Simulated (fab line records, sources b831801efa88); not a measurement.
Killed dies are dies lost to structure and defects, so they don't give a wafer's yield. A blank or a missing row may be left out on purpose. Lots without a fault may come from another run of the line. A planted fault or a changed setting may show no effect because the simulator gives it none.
Tool commonality check | flow gf180mcu | 12 lots, 36 wafers sampled

WHY IT WAS OPENED
At GF_V1_THK_MEAS_01 the reading V1_CVD_00_THK is flagged on 2 of 12 lots. Wafers without a fault read 599 nm, standard deviation 5.5.
Rule: a lot is flagged when every wafer of it that has a number lies more than 4 standard deviations from that mean, or none has a number. The other lots count as sound.

lot  | measured     | on            | V1_CVD_00_THK (nm), wafer by wafer | flag
L546 | day 17 05:46 | film_metro-01 | 603 594 609                        |
L547 | day 17 14:05 | film_metro-01 | 600 596 602                        |
L548 | day 18 10:21 | film_metro-01 | 603 599 605                        |
L549 | day 18 17:34 | film_metro-02 | 602 613 605                        |
L550 | day 19 04:32 | film_metro-03 | 1183 1178 1207                     | FLAGGED
L551 | day 19 10:21 | film_metro-01 | 1181 1193 1189                     | FLAGGED
L561 | day 23 06:39 | film_metro-03 | 603 602 607                        |
L563 | day 24 00:51 | film_metro-01 | 586 596 591                        |
L564 | day 24 02:40 | film_metro-01 | 596 597 588                        |
L565 | day 24 11:49 | film_metro-01 | 608 606 600                        |
L566 | day 24 18:12 | film_metro-03 | 609 601 613                        |
L568 | day 25 07:24 | film_metro-01 | 594 593 593                        |
The numbers of the flagged lots are 1188 nm on average: +590 nm against the usual, or +99 or more standard deviations.

WHICH TOOL RAN EACH LOT
The record holds 1 process step before the reading, out of a route of 602 steps. In each cell: the tool, then ch and the chambers that the sampled wafers went through, then the start.
lot  | flag    | GF_V1_CVD_00
L546 |         | hdpcvd-01 ch 0,2, day 17 05:40
L547 |         | hdpcvd-01 ch 0,2, day 17 13:59
L548 |         | hdpcvd-01 ch 0,1, day 18 10:16
L549 |         | hdpcvd-01 ch 0,1,2, day 18 17:29
L550 | FLAGGED | hdpcvd-02 ch 0,1,2, day 19 04:13
L551 | FLAGGED | hdpcvd-02 ch 0,1, day 19 10:01
L561 |         | hdpcvd-01 ch 1,2, day 23 06:34
L563 |         | hdpcvd-02 ch 0,2, day 24 00:46
L564 |         | hdpcvd-02 ch 0,1,2, day 24 02:35
L565 |         | hdpcvd-01 ch 1,2, day 24 11:45
L566 |         | hdpcvd-01 ch 1,2, day 24 18:08
L568 |         | hdpcvd-02 ch 0,1,2, day 25 07:20
What these steps do:
- GF_V1_CVD_00: deposits SiO2, target thk 600 nm, time 100 s.
- GF_V1_THK_MEAS_01

FLAGGED OVER TOTAL, TOOL BY TOOL (the gauges that took the reading come last)
step              | tool          | lots run | flagged | share of the flagged lots | sound lots run after its first flagged lot
GF_V1_CVD_00      | hdpcvd-01     | 7        | 0       | none                      | -
GF_V1_CVD_00      | hdpcvd-02     | 5        | 2       | all                       | 3 (L563,L564,L568)
GF_V1_THK_MEAS_01 | film_metro-01 | 8        | 1       | some                      | 4 (L563,L564,L565,L568)
GF_V1_THK_MEAS_01 | film_metro-02 | 1        | 0       | none                      | -
GF_V1_THK_MEAS_01 | film_metro-03 | 3        | 1       | some                      | 2 (L561,L566)

WHAT THE TABLE ALLOWS
1 row of the table ran every flagged lot: hdpcvd-02 at GF_V1_CVD_00.
- hdpcvd-02 at GF_V1_CVD_00: 2 of its 5 lots flagged. Sound lots ran on it after the first flagged one (L563, L564, L568), which a lasting fault on the whole tool wouldn't allow.
No row of the table ran every flagged lot and no sound lot after the first.

WHAT THE SIMULATOR HAD PUT IN
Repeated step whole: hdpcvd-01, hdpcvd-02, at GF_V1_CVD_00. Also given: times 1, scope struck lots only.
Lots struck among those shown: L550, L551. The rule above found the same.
